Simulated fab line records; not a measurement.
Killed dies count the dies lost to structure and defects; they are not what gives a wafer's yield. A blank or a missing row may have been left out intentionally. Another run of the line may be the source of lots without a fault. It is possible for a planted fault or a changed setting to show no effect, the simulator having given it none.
Which tool was responsible? / flow sky130 / Sampling: 14 lots, 42 wafers, 2 of 708 route steps

== WHAT THE GAUGES READ, wafer by wafer ==
SKY_POLY_GATE_CD_MEAS_22.
lot=L689; measured=day 16 09:24; on=cd sem-01; cd nm (nm)=149.0 148.7 148.9
lot=L691; measured=day 17 09:17; on=cd sem-02; cd nm (nm)=148.0 150.8 146.0
lot=L692; measured=day 17 18:52; on=cd sem-01; cd nm (nm)=152.4 153.5 149.8
lot=L695; measured=day 19 14:26; on=cd sem-02; cd nm (nm)=150.9 151.0 152.0
lot=L696; measured=day 19 20:04; on=cd sem-02; cd nm (nm)=150.0 146.1 149.5
lot=L697; measured=day 20 09:38; on=cd sem-02; cd nm (nm)=149.2 147.5 146.2
lot=L698; measured=day 20 13:52; on=cd sem-02; cd nm (nm)=149.9 148.5 148.6
lot=L699; measured=day 21 07:09; on=cd sem-02; cd nm (nm)=146.0 152.0 145.7
lot=L700; measured=day 21 10:01; on=cd sem-02; cd nm (nm)=153.3 153.5 150.7
lot=L701; measured=day 21 11:37; on=cd sem-01; cd nm (nm)=147.8 148.8 150.1
lot=L704; measured=day 21 23:16; on=cd sem-01; cd nm (nm)=148.4 149.5 150.5
lot=L703; measured=day 22 05:22; on=cd sem-01; cd nm (nm)=145.6 151.1 149.8
lot=L711; measured=day 24 09:34; on=cd sem-01; cd nm (nm)=151.0 147.3 149.0
lot=L712; measured=day 25 07:17; on=cd sem-02; cd nm (nm)=149.0 149.2 151.6

SKY_LDD_N_OVL_MEAS_07.
lot=L689; measured=day 17 15:17; on=overlay-02; LDD_N_OVL (nm)=1.0 1.6 2.4
lot=L691; measured=day 18 14:36; on=overlay-02; LDD_N_OVL (nm)=0.7 0.7 2.8
lot=L692; measured=day 19 01:02; on=overlay-01; LDD_N_OVL (nm)=-2.3 1.0 -1.2
lot=L695; measured=day 20 20:41; on=overlay-02; LDD_N_OVL (nm)=3.0 3.4 3.6
lot=L696; measured=day 21 02:39; on=overlay-01; LDD_N_OVL (nm)=0.9 0.5 2.3
lot=L697; measured=day 21 16:13; on=overlay-01; LDD_N_OVL (nm)=0.7 0.9 1.4
lot=L698; measured=day 21 20:42; on=overlay-01; LDD_N_OVL (nm)=-0.7 1.2 1.9
lot=L699; measured=day 22 13:12; on=overlay-01; LDD_N_OVL (nm)=1.1 5.0 1.3
lot=L700; measured=day 22 15:59; on=overlay-02; LDD_N_OVL (nm)=2.1 1.3 -0.2
lot=L701; measured=day 22 17:15; on=overlay-02; LDD_N_OVL (nm)=0.9 -1.2 -0.8
lot=L704; measured=day 23 06:09; on=overlay-02; LDD_N_OVL (nm)=0.0 0.6 1.0
lot=L703; measured=day 23 11:46; on=overlay-02; LDD_N_OVL (nm)=-1.6 -1.2 -0.4
lot=L711; measured=day 25 15:03; on=overlay-01; LDD_N_OVL (nm)=1.4 0.1 1.2
lot=L712; measured=day 26 12:04; on=overlay-02; LDD_N_OVL (nm)=-0.6 1.7 0.1

== WHAT TOOL EACH LOT RAN ON (gives the tool, then ch and the chambers of the sampled wafers, and finally the start) ==
There is no process step in the record ahead of these readings.

== WHAT THE TOOLS THEMSELVES READ (means of the sampled wafers that have a number; where no wafer has one, the mark that the record gives instead) ==
The record holds no such reading with a usual standard deviation.

== THE ANSWER, worked out from the rows above alone ==
Rule: what is usual is taken from the lots themselves. Put in order of their means at a reading, lots are off if they are a third of the lots or fewer, leave a main group of 4 or more, and stand apart from it by a gap of 3 or more times the standard deviation of the main group's means; of several such gaps the widest counts. The tables above print the reading to a certain number of digits; a main group whose means all agree to those digits is not used. A lot without any number at a reading at which 4 lots or more have one is off too. All remaining lots with rows at the step are treated as sound. First the gauges in route order, then the tools' own readings, where a lot's mean is used as printed above. The first step at which some lot is off is used, and at that step the reading that is off furthest; a lot without a number counts as furthest.
None of the lots is off at any reading shown; this tells nothing.

== WHAT HAD BEEN PUT IN BY THE SIMULATOR ==
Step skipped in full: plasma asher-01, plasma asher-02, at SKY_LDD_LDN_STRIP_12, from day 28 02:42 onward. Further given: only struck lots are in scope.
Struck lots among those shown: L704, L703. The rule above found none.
